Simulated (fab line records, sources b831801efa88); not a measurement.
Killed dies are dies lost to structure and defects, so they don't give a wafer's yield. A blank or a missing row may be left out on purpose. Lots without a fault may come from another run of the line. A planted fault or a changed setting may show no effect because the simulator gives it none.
Which tool did it? | flow gf180mcu | 12 lots, 36 wafers sampled, at 5 steps of a route of 602

WHAT THE GAUGES READ, wafer by wafer
GF_V3_BOW_MEAS_05. Usual: V3_BOW 117 um, standard deviation 8.3.
lot  | measured     | on            | V3_BOW (um) | flag
L165 | day 21 09:19 | film_metro-02 | 106 122 117 |
L166 | day 21 15:07 | film_metro-01 | 106 120 109 |
L167 | day 21 23:54 | film_metro-03 | 108 106 119 |
L174 | day 25 03:10 | film_metro-03 | 120 116 123 |
L177 | day 25 20:55 | film_metro-03 | 129 115 109 |
L176 | day 25 20:00 | film_metro-03 | 112 121 107 |
L182 | day 27 10:58 | film_metro-02 | 134 127 132 |
L185 | day 28 01:19 | film_metro-03 | 129 115 113 |
L184 | day 28 02:17 | film_metro-01 | 119 105 118 |
L186 | day 28 10:13 | film_metro-02 | 120 116 104 |
L187 | day 28 12:04 | film_metro-03 | 108 105 110 |
L188 | day 28 19:47 | film_metro-01 | 112 124 120 |

GF_M4_CD_MEAS_14: target cd 280 nm. Usual: cd_nm 280.4 nm, standard deviation 1.3.
lot  | measured     | on        | cd_nm (nm)                          | flag
L165 | day 23 09:56 | cd_sem-01 | 278.7 278.5 278.4                   |
L166 | day 23 15:02 | cd_sem-01 | 281.7 279.9 280.4                   |
L167 | day 23 23:29 | cd_sem-01 | 277.8 277.4 278.4                   |
L174 | day 26 21:29 | cd_sem-02 | 293.6 294.1 293.1 293.7 293.8 293.0 | OFF
L177 | day 27 15:38 | cd_sem-02 | 281.5 282.7 281.6                   |
L176 | day 27 15:09 | cd_sem-01 | 291.4 289.4 290.4 291.7 289.5 290.3 | OFF
L182 | day 29 02:58 | cd_sem-01 | 284.0 282.9 282.6                   |
L185 | day 29 17:03 | cd_sem-02 | 280.6 280.7 281.2                   |
L184 | day 29 18:01 | cd_sem-02 | 279.0 279.5 280.3                   |
L186 | day 30 01:11 | cd_sem-02 | 278.9 278.7 278.9                   |
L187 | day 30 03:27 | cd_sem-02 | 280.8 279.3 278.7                   |
L188 | day 30 10:52 | cd_sem-01 | 278.8 279.1 280.5                   |

WHICH TOOL RAN EACH LOT (tool, then ch and the chambers of the sampled wafers, then the start)
lot  | GF_V2_CVD_23                  | GF_M4_SPUTTER_02             | GF_M4_PEB_12
L165 | cvd_w-01 ch 0,1, day 20 07:08 | pvd_sputter-01, day 22 10:58 | litho_track-04 ch 0, day 23 09:37
L166 | cvd_w-02 ch 0,1, day 20 13:25 | pvd_sputter-02, day 22 16:17 | litho_track-02 ch 0, day 23 14:41
L167 | cvd_w-01 ch 0, day 20 22:03   | pvd_sputter-01, day 23 01:08 | litho_track-03 ch 0, day 23 23:08
L174 | cvd_w-01 ch 0,1, day 24 03:09 | pvd_sputter-01, day 26 01:54 | litho_track-03 ch 0, day 26 21:08
L177 | cvd_w-01 ch 0,1, day 24 18:18 | pvd_sputter-02, day 26 19:23 | litho_track-02 ch 0, day 27 15:20
L176 | cvd_w-02 ch 0,1, day 24 20:11 | pvd_sputter-02, day 26 18:28 | litho_track-03 ch 0, day 27 14:50
L182 | cvd_w-02 ch 0, day 26 12:32   | pvd_sputter-03, day 28 07:35 | litho_track-02 ch 0, day 29 02:39
L185 | cvd_w-01 ch 0,1, day 27 03:26 | pvd_sputter-02, day 28 22:17 | litho_track-02 ch 0, day 29 16:43
L184 | cvd_w-02 ch 0,1, day 27 04:41 | pvd_sputter-01, day 28 23:20 | litho_track-02 ch 0, day 29 17:42
L186 | cvd_w-02 ch 0,1, day 27 12:43 | pvd_sputter-02, day 29 06:47 | litho_track-02 ch 0, day 30 00:50
L187 | cvd_w-01 ch 0, day 27 14:40   | pvd_sputter-01, day 29 08:38 | litho_track-02 ch 0, day 30 03:07
L188 | cvd_w-01 ch 0,1, day 27 21:56 | pvd_sputter-02, day 29 16:47 | litho_track-04 ch 0, day 30 10:32
- GF_V2_CVD_23: deposits W, target thk 350 nm, time 104.94 s.
- GF_M4_SPUTTER_02: material AlCu, target thk 450 nm, time 23.9 s.
- GF_M4_PEB_12: peb time 90 s.

WHAT THE TOOLS THEMSELVES READ (means of the sampled wafers that have a number; where no wafer has one, the mark that the record gives instead)
GF_V2_CVD_23. Usual: heater_power_w 792 W, standard deviation 95.
lot  | tool     | heater_power_w (W) | flag
L165 | cvd_w-01 | 912                |
L166 | cvd_w-02 | 738                |
L167 | cvd_w-01 | 837                |
L174 | cvd_w-01 | 872                |
L177 | cvd_w-01 | 879                |
L176 | cvd_w-02 | 720                |
L182 | cvd_w-02 | 784                |
L185 | cvd_w-01 | 919                |
L184 | cvd_w-02 | 745                |
L186 | cvd_w-02 | 711                |
L187 | cvd_w-01 | 845                |
L188 | cvd_w-01 | 916                |

GF_M4_SPUTTER_02. Usual: throttle_valve_pct 29.8 %, standard deviation 1.
lot  | tool           | throttle_valve_pct (%) | flag
L165 | pvd_sputter-01 | 30.3                   |
L166 | pvd_sputter-02 | 30.1                   |
L167 | pvd_sputter-01 | 29.6                   |
L174 | pvd_sputter-01 | 29.5                   |
L177 | pvd_sputter-02 | 30.3                   |
L176 | pvd_sputter-02 | 30.1                   |
L182 | pvd_sputter-03 | 28.8                   |
L185 | pvd_sputter-02 | 30.1                   |
L184 | pvd_sputter-01 | 29.6                   |
L186 | pvd_sputter-02 | 29.9                   |
L187 | pvd_sputter-01 | 29.7                   |
L188 | pvd_sputter-02 | 30.9                   |

GF_M4_PEB_12. Usual: heater_power_total_W 85.70 W, standard deviation 0.085; plate_temp_C 135.01 C, standard deviation 0.14.
lot  | tool           | heater_power_total_W (W) | plate_temp_C (C) | flag
L165 | litho_track-04 | 85.77                    | 134.84           |
L166 | litho_track-02 | 85.71                    | 134.98           |
L167 | litho_track-03 | 85.72                    | 135.06           |
L174 | litho_track-03 | 82.45                    | 131.05           | OFF
L177 | litho_track-02 | 85.63                    | 134.95           |
L176 | litho_track-03 | 82.54                    | 131.25           | OFF
L182 | litho_track-02 | 85.66                    | 135.03           |
L185 | litho_track-02 | 85.67                    | 135.14           |
L184 | litho_track-02 | 85.68                    | 135.11           |
L186 | litho_track-02 | 85.60                    | 135.08           |
L187 | litho_track-02 | 85.70                    | 134.93           |
L188 | litho_track-04 | 85.73                    | 134.88           |

THE ANSWER, worked out from the rows above alone
Rule: a lot is off if the mean of its wafers that have a number lies more than 3 standard deviations from the usual mean. A lot without any number at a reading at which 4 lots or more have one is off too. The other lots that the step has rows for count as sound. The gauges are gone through in route order, then the tools' own readings, and for those a lot's mean is taken as printed above. The first step at which some lot is off is used, and at that step the reading that is off furthest; a lot without a number counts as furthest.
Off: L174, L176, at GF_M4_CD_MEAS_14 (cd_nm).
A tool fits if, at a process step before that reading, it ran every lot that is off, and no sound lot after the first of them. The gauges at GF_M4_CD_MEAS_14 aren't tried: what is off there is off at GF_M4_PEB_12 too, on other tools, and a gauge's error can't cause that. One fits: litho_track-03 at GF_M4_PEB_12. Its last sound lot is L167 (day 23 23:08), its first lot that is off L174 (day 26 21:08): a fault that began between those two fits.
The tool's own readings at GF_M4_PEB_12 bear it out: on the lots that are off they differ by more than 5 times the standard deviation of the sound lots' means. heater_power_total_W reads 82.50 W there against 85.69 W on the sound lots; plate_temp_C reads 131.15 C there against 135.00 C on the sound lots.

WHAT THE SIMULATOR HAD PUT IN
Process parameter drift: litho_track-03, from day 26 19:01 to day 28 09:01, at GF_M4_PEB_12. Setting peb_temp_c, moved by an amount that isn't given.
Lots struck among those shown: L174, L176. The rule above found the same.
